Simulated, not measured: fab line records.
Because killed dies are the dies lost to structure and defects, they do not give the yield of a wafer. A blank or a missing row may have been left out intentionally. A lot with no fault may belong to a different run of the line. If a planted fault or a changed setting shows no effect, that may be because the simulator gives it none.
What tool caused it?	flow gf180mcu	Sampling: 13 lots, 39 wafers, 6 of 602 route steps

WHAT THE GAUGES READ, wafer by wafer
GF_CONTACT_THK_MEAS_01. Usual: CONTACT_CVD_00_THK typically reads 299 nm, with standard deviation 3.6.
lot	measured	on	CONTACT_CVD_00_THK (nm)	flag
L163	day 15 04:03	film_metro-01	300 298 299	
L165	day 15 22:00	film_metro-03	298 295 295	
L167	day 16 14:41	film_metro-01	297 301 295	
L168	day 16 21:24	film_metro-02	302 303 300	
L169	day 17 04:17	film_metro-03	304 300 303	
L171	day 18 03:28	film_metro-02	300 298 298	
L174	day 19 02:55	film_metro-02	297 300 294	
L175	day 19 12:04	film_metro-01	298 300 301	
L179	day 21 00:15	film_metro-02	305 304 303	
L182	day 21 23:01	film_metro-01	291 299 300	
L183	day 22 03:54	film_metro-01	306 300 302	
L184	day 22 13:59	film_metro-01	302 298 304	
L185	day 22 19:28	film_metro-03	298 289 294	

GF_CONTACT_THK_MEAS_03. Usual: CONTACT_CVD_02_THK typically reads 861 nm, with standard deviation 9.9.
lot	measured	on	CONTACT_CVD_02_THK (nm)	flag
L163	day 15 04:11	film_metro-03	846 859 885	
L165	day 15 22:10	film_metro-01	865 850 870	
L167	day 16 14:49	film_metro-01	847 852 855	
L168	day 16 21:32	film_metro-01	859 860 874	
L169	day 17 04:25	film_metro-01	865 861 870	
L171	day 18 03:35	film_metro-02	856 854 861	
L174	day 19 03:05	film_metro-02	845 1319 868	OFF
L175	day 19 12:12	film_metro-01	863 1328 884	OFF
L179	day 21 00:23	film_metro-02	858 852 840	
L182	day 21 23:09	film_metro-03	861 859 873	
L183	day 22 04:02	film_metro-03	854 874 855	
L184	day 22 14:07	film_metro-03	861 864 871	
L185	day 22 19:35	film_metro-01	848 851 854	

GF_CONTACT_CD_MEAS_14 targets a cd of 220 nm. Usual: 220.5 nm for cd_nm, sd 1.3.
lot	measured	on	cd_nm (nm)	flag
L163	day 16 01:43	cd_sem-02	220.9 219.2 219.5	
L165	day 16 20:55	cd_sem-01	220.7 220.8 221.9	
L167	day 17 14:25	cd_sem-02	222.9 220.1 221.7	
L168	day 17 20:55	cd_sem-01	221.5 221.8 221.5	
L169	day 18 04:17	cd_sem-01	220.1 221.2 220.4	
L171	day 19 04:25	cd_sem-02	219.9 220.3 219.2	
L174	day 20 03:41	cd_sem-01	219.6 220.5 220.7	
L175	day 20 12:58	cd_sem-01	218.5 220.0 219.0	
L179	day 22 00:55	cd_sem-01	220.2 220.8 220.6	
L182	day 22 21:59	cd_sem-01	223.2 222.2 223.1	
L183	day 23 03:31	cd_sem-01	220.6 219.4 221.5	
L184	day 23 13:23	cd_sem-02	219.0 218.6 218.1	
L185	day 23 18:25	cd_sem-01	219.6 222.3 221.5	

TOOL THAT RAN EACH LOT (tool first, then ch and the chambers of the sampled wafers, then the start)
lot	GF_HV_LDD_ETCHBACK_58	GF_CONTACT_CVD_02	GF_CONTACT_CMP_04
L163	rie_diel-01 ch 1,2, day 12 13:19	pecvd-04 ch 0,2, day 15 04:07	cmp-02 ch 0,1, day 15 04:14
L165	rie_diel-02 ch 0,1, day 13 05:26	pecvd-03 ch 0,1,2, day 15 22:04	cmp-02 ch 1,2,3, day 15 22:13
L167	rie_diel-01 ch 0,3, day 13 20:47	pecvd-02 ch 0,1,2, day 16 14:45	cmp-02 ch 1,2,3, day 16 14:53
L168	rie_diel-04 ch 0,1, day 14 02:20	pecvd-04 ch 0,1,2, day 16 21:26	cmp-02 ch 0,3, day 16 21:37
L169	rie_diel-04 ch 0,1, day 14 09:12	pecvd-03 ch 0,1,2, day 17 04:20	cmp-02 ch 0,1,2, day 17 04:28
L171	rie_diel-04 ch 0,1,2, day 15 06:22	pecvd-03 ch 0,2, day 18 03:31	cmp-01 ch 0,2,3, day 18 03:45
L174	rie_diel-04 ch 0,2, day 16 03:41	pecvd-04 ch 0,1, day 19 02:58	cmp-01 ch 0,1, day 19 03:08
L175	rie_diel-02 ch 0,2,3, day 16 12:45	pecvd-04 ch 0,1,2, day 19 12:08	cmp-02 ch 0,3, day 19 12:16
L179	rie_diel-04 ch 0,2,3, day 17 22:48	pecvd-02 ch 0,1,2, day 21 00:19	cmp-02 ch 1,2,3, day 21 00:26
L182	rie_diel-02 ch 1,2,3, day 18 21:41	pecvd-03 ch 0,1,2, day 21 23:05	cmp-01 ch 0,1,2, day 21 23:13
L183	rie_diel-04 ch 1,2,3, day 19 01:24	pecvd-02 ch 0,1, day 22 03:58	cmp-02 ch 0,1,3, day 22 04:11
L184	rie_diel-01 ch 0,1, day 19 12:21	pecvd-03 ch 0,2, day 22 14:02	cmp-01 ch 0,1,2, day 22 14:10
L185	rie_diel-04 ch 1,2, day 19 17:56	pecvd-02 ch 1,2, day 22 19:30	cmp-02 ch 0,3, day 22 19:38
- GF_HV_LDD_ETCHBACK_58: etches Si3N4 in CH3F/O2, stops on SiO2, time 100 s, target depth 90 nm.
- GF_CONTACT_CVD_02: deposits SiO2 from TEOS, target thk 860 nm, time 95.992 s.
- GF_CONTACT_CMP_04: polishes SiO2.

WHAT THE TOOLS THEMSELVES READ (means of the sampled wafers that have a number; where no wafer has one, the mark that the record gives instead)
GF_HV_LDD_ETCHBACK_58. Usual: drypump_motor_current_A 5.9 A, standard deviation 0.44; oes_product_au 0.841 a.u., standard deviation 0.0076; throttle_valve_pct 10.561 %, standard deviation 0.0092.
lot	tool	drypump_motor_current_A (A)	oes_product_au (a.u.)	throttle_valve_pct (%)	flag
L163	rie_diel-01	6.6	0.829	10.559	
L165	rie_diel-02	5.5	0.841	10.558	
L167	rie_diel-01	5.5	0.834	10.561	
L168	rie_diel-04	6.1	0.844	10.561	
L169	rie_diel-04	6.1	0.842	10.564	
L171	rie_diel-04	5.9	0.837	10.564	
L174	rie_diel-04	5.7	0.841	10.561	
L175	rie_diel-02	5.9	0.845	10.563	
L179	rie_diel-04	5.7	0.842	10.561	
L182	rie_diel-02	5.8	0.839	10.555	
L183	rie_diel-04	6.0	0.841	10.569	
L184	rie_diel-01	6.1	0.842	10.561	
L185	rie_diel-04	6.2	0.838	10.568	

GF_CONTACT_CVD_02. Usual: 676 W for heater_power_w, sd 98.
lot	tool	heater_power_w (W)	flag
L163	pecvd-04	712	
L165	pecvd-03	681	
L167	pecvd-02	684	
L168	pecvd-04	708	
L169	pecvd-03	730	
L171	pecvd-03	727	
L174	pecvd-04	638	
L175	pecvd-04	695	
L179	pecvd-02	711	
L182	pecvd-03	658	
L183	pecvd-02	704	
L184	pecvd-03	669	
L185	pecvd-02	646	

GF_CONTACT_CMP_04. Usual: motor_current_A 12.2 A, standard deviation 1.7; time_to_endpoint_s 111 s, standard deviation 6.2.
lot	tool	motor_current_A (A)	time_to_endpoint_s (s)	flag
L163	cmp-02	12.6	114	
L165	cmp-02	13.0	111	
L167	cmp-02	13.0	106	
L168	cmp-02	11.7	109	
L169	cmp-02	13.4	110	
L171	cmp-01	11.3	112	
L174	cmp-01	10.9	173	OFF
L175	cmp-02	10.9	169	OFF
L179	cmp-02	12.7	105	
L182	cmp-01	11.0	117	
L183	cmp-02	12.1	112	
L184	cmp-01	11.1	116	
L185	cmp-02	11.4	107	

THE ANSWER, worked out from the rows above alone
Rule: a lot counts as off when the mean over its wafers that have a number is more than 3 standard deviations away from the usual mean. Also off: a lot with no number at a reading for which 4 or more lots have one. Any other lot the step has rows for is counted as sound. After the gauges, taken in route order, come the tools' own readings; for these a lot's mean is taken, as printed above. The first step at which some lot is off is used, and at that step the reading that is off furthest; a lot without a number counts as furthest.
Off: at GF_CONTACT_THK_MEAS_03 (CONTACT_CVD_02_THK), L174, L175.
If a tool, at a process step before that reading, ran all the lots that are off and no sound lot after the first of them, it fits. Not tried: the gauges at GF_CONTACT_THK_MEAS_03; whatever is off there is also off at GF_CONTACT_CMP_04, on other tools, and gauge error can't account for it. One candidate fits, namely pecvd-04 at GF_CONTACT_CVD_02. Its last sound lot is L168 (day 16 21:26), its first lot that is off L174 (day 19 02:58): a fault that began between those two fits.

WHAT THE SIMULATOR PUT IN
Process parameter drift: pecvd-04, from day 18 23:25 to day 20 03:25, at GF_CONTACT_CVD_02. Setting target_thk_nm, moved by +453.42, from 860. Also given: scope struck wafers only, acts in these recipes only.
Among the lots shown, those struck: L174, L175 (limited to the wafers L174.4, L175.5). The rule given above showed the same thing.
